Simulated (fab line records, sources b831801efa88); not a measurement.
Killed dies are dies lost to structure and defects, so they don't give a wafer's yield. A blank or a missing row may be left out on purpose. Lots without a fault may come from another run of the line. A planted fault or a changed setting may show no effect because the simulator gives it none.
Which tool did it? | flow gf180mcu | 13 lots, 39 wafers sampled, at 4 steps of a route of 602

WHAT THE GAUGES READ, wafer by wafer
GF_VT_IMPLANT_RS_MEAS_46: measures by four-point-probe. Usual: MVSD_RS 457.0 ohm/sq, standard deviation 1.4.
lot  | measured     | on            | MVSD_RS (ohm/sq)  | flag
L695 | day 7 10:37  | film_metro-04 | 454.8 455.6 454.8 |
L697 | day 8 00:16  | film_metro-04 | 460.1 460.9 460.3 |
L699 | day 8 14:55  | film_metro-02 | 457.8 457.1 456.7 |
L700 | day 8 20:37  | film_metro-03 | 457.3 456.3 457.2 |
L701 | day 9 04:05  | film_metro-02 | 458.0 457.2 457.7 |
L704 | day 10 02:04 | film_metro-03 | 457.6 459.2 457.1 |
L705 | day 10 07:41 | film_metro-03 | 454.9 456.6 455.7 |
L709 | day 11 15:13 | film_metro-03 | 457.0 457.3 456.2 |
L712 | day 12 14:44 | film_metro-04 | 456.0 456.2 455.5 |
L715 | day 13 03:59 | film_metro-03 | 456.8 455.2 456.2 |
L716 | day 13 13:55 | film_metro-03 | 454.9 455.8 456.2 |
L718 | day 13 22:32 | film_metro-04 | 457.3 457.2 457.7 |
L717 | day 14 01:54 | film_metro-04 | 457.2 457.4 457.6 |

GF_NSD_CD_MEAS_07: target cd 400 nm. Usual: cd_nm 400.2 nm, standard deviation 1.9.
lot  | measured     | on        | cd_nm (nm)        | flag
L695 | day 13 04:07 | cd_sem-01 | 401.5 401.0 400.9 |
L697 | day 13 21:43 | cd_sem-01 | 400.5 399.2 399.4 |
L699 | day 14 10:56 | cd_sem-02 | 401.5 400.2 399.0 |
L700 | day 14 19:07 | cd_sem-01 | 400.8 397.3 399.9 |
L701 | day 15 11:19 | cd_sem-01 | 399.1 396.4 399.6 |
L704 | day 16 13:10 | cd_sem-02 | 399.7 400.2 399.0 |
L705 | day 16 21:05 | cd_sem-01 | 397.3 396.4 396.6 |
L709 | day 18 14:35 | cd_sem-02 | 401.7 403.3 399.1 |
L712 | day 19 13:47 | cd_sem-01 | 399.5 399.0 399.7 |
L715 | day 20 05:29 | cd_sem-01 | 401.0 401.1 404.6 |
L716 | day 20 16:19 | cd_sem-01 | 398.4 397.5 396.7 |
L718 | day 21 02:31 | cd_sem-01 | 402.4 403.0 401.3 |
L717 | day 21 06:38 | cd_sem-02 | 401.4 401.9 401.9 |

WHICH TOOL RAN EACH LOT (tool, then ch and the chambers of the sampled wafers, then the start)
lot  | GF_NWELL_EXPOSE_04                 | GF_HV_LDD_STRIP_22
L695 | iline_stepper-02 ch 0, day 3 02:16 | plasma_asher-01 ch 0,1, day 10 16:45
L697 | iline_stepper-02 ch 0, day 3 10:56 | plasma_asher-04 ch 0,1, day 11 06:15
L699 | iline_stepper-01 ch 0, day 4 01:04 | plasma_asher-03 ch 0,1, day 11 20:27
L700 | iline_stepper-02 ch 0, day 4 03:28 | plasma_asher-01 ch 0,1, day 12 03:24
L701 | iline_stepper-01 ch 0, day 4 09:49 | plasma_asher-03 ch 0, day 12 18:42
L704 | iline_stepper-01 ch 0, day 5 03:37 | plasma_asher-04 ch 0,1, day 13 16:51
L705 | iline_stepper-01 ch 0, day 5 08:04 | plasma_asher-04 ch 0,1, day 13 23:41
L709 | iline_stepper-01 ch 0, day 6 07:50 | plasma_asher-04 ch 0,1, day 15 13:47
L712 | iline_stepper-02 ch 0, day 7 01:42 | plasma_asher-03 ch 0,1, day 16 12:38
L715 | iline_stepper-02 ch 0, day 7 11:58 | plasma_asher-01 ch 0,1, day 17 03:26
L716 | iline_stepper-01 ch 0, day 7 20:02 | plasma_asher-01 ch 0,1, day 17 12:50
L718 | iline_stepper-01 ch 0, day 8 04:00 | plasma_asher-01 ch 1, day 18 00:06
L717 | iline_stepper-02 ch 0, day 8 05:49 | plasma_asher-03 ch 0,1, day 18 01:23
- GF_NWELL_EXPOSE_04: exposes mask Nwell, target cd 860 nm.
- GF_HV_LDD_STRIP_22: strips in O2/N2.

WHAT THE TOOLS THEMSELVES READ (means of the sampled wafers that have a number; where no wafer has one, the mark that the record gives instead)
GF_HV_LDD_STRIP_22. Usual: drypump_motor_current_A 6.03 A, standard deviation 0.29; heater_power_w 323 W, standard deviation 28; o2_flow_sccm 3000 sccm, standard deviation 7.5; oes_product_au 0.716 a.u., standard deviation 0.0042; strip_time_to_endpoint_s 12.63 s, standard deviation 0.035.
lot  | tool            | drypump_motor_current_A (A) | heater_power_w (W) | o2_flow_sccm (sccm) | oes_product_au (a.u.) | strip_time_to_endpoint_s (s) | flag
L695 | plasma_asher-01 | 5.89                        | 341                | 3008                | 0.712                 | 12.66                        |
L697 | plasma_asher-04 | 5.75                        | 319                | 3005                | 0.713                 | 12.64                        |
L699 | plasma_asher-03 | 6.34                        | 298                | 3008                | 0.716                 | 12.60                        |
L700 | plasma_asher-01 | 5.89                        | 342                | 3001                | 0.716                 | 12.62                        |
L701 | plasma_asher-03 | 6.17                        | 333                | 3000                | 0.710                 | 12.67                        |
L704 | plasma_asher-04 | 5.71                        | 314                | 3002                | 0.717                 | 12.63                        |
L705 | plasma_asher-04 | 5.99                        | 321                | 3000                | 0.714                 | 12.68                        |
L709 | plasma_asher-04 | 5.95                        | 334                | 2999                | 0.718                 | 12.62                        |
L712 | plasma_asher-03 | 6.22                        | 316                | 3009                | 0.715                 | 12.61                        |
L715 | plasma_asher-01 | 5.83                        | 350                | 2994                | 0.711                 | 12.55                        |
L716 | plasma_asher-01 | 5.84                        | 349                | 3004                | 0.716                 | 12.68                        |
L718 | plasma_asher-01 | 5.95                        | 319                | 3016                | 0.719                 | 12.61                        |
L717 | plasma_asher-03 | 6.24                        | 319                | 3000                | 0.716                 | 12.68                        |

THE ANSWER, worked out from the rows above alone
Rule: a lot is off if the mean of its wafers that have a number lies more than 3 standard deviations from the usual mean. A lot without any number at a reading at which 4 lots or more have one is off too. The other lots that the step has rows for count as sound. The gauges are gone through in route order, then the tools' own readings, and for those a lot's mean is taken as printed above. The first step at which some lot is off is used, and at that step the reading that is off furthest; a lot without a number counts as furthest.
No lot is off at any reading shown: from this, nothing can be told.

WHAT THE SIMULATOR HAD PUT IN
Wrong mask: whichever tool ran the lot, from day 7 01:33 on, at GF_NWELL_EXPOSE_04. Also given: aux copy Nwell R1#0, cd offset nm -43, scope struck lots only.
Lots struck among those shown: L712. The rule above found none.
